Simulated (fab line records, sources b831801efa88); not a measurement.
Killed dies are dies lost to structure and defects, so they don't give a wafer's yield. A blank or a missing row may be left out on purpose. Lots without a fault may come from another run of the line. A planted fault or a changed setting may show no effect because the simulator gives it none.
One fault seen from 2 desks | flow gf180mcu | each desk has only its own numbers; what lay behind them comes last

THE METROLOGY DESK
What the gauges read, lot by lot, whatever tool the lot ran on: means of the sampled wafers that have a number. A lot is out of limits, marked OUT, if its mean lies more than 4 standard deviations from the usual mean; the brackets give that distance.
Columns: A = V2_W_RS at GF_V2_RS_MEAS_24, usual 0.331 ohm/sq; B = V2_W_THK at GF_V2_THK_MEAS_25, usual 340 nm
lot  | first seen here | A     | B
L332 | day 20 15:10    | 0.331 | 343
L346 | day 25 16:46    | 0.334 | 337
L347 | day 26 00:58    | 0.332 | 344
L349 | day 26 16:50    | 0.334 | 335
L353 | day 27 20:04    | 0.332 | 334
L354 | day 28 01:21    | 0.327 | 346
This desk's finding: nothing out of limits on any of the 6 lots.

THE TOOL OWNER'S DESK: pvd_sputter-01
The tool's own readings at GF_M3_SPUTTER_01 (material TiN, target thk 30 nm, time 25 s): means of the sampled wafers that have a number, for each lot that ran on this tool. A lot is out of limits, marked OUT, if its mean lies more than 4 standard deviations from the usual mean; the brackets give that distance.
Columns: A = throttle_valve_pct at GF_M3_SPUTTER_01, usual 29.9 %
lot  | first seen here | A
L346 | day 25 17:21    | 29.8
L347 | day 26 01:32    | 30.3
L349 | day 26 17:25    | 30.5
This desk's finding: nothing out of limits on any of the 3 lots.

PUT TOGETHER
The metrology desk saw nothing out of limits.
The tool owner's desk saw nothing out of limits.

WHAT THE SIMULATOR HAD PUT IN
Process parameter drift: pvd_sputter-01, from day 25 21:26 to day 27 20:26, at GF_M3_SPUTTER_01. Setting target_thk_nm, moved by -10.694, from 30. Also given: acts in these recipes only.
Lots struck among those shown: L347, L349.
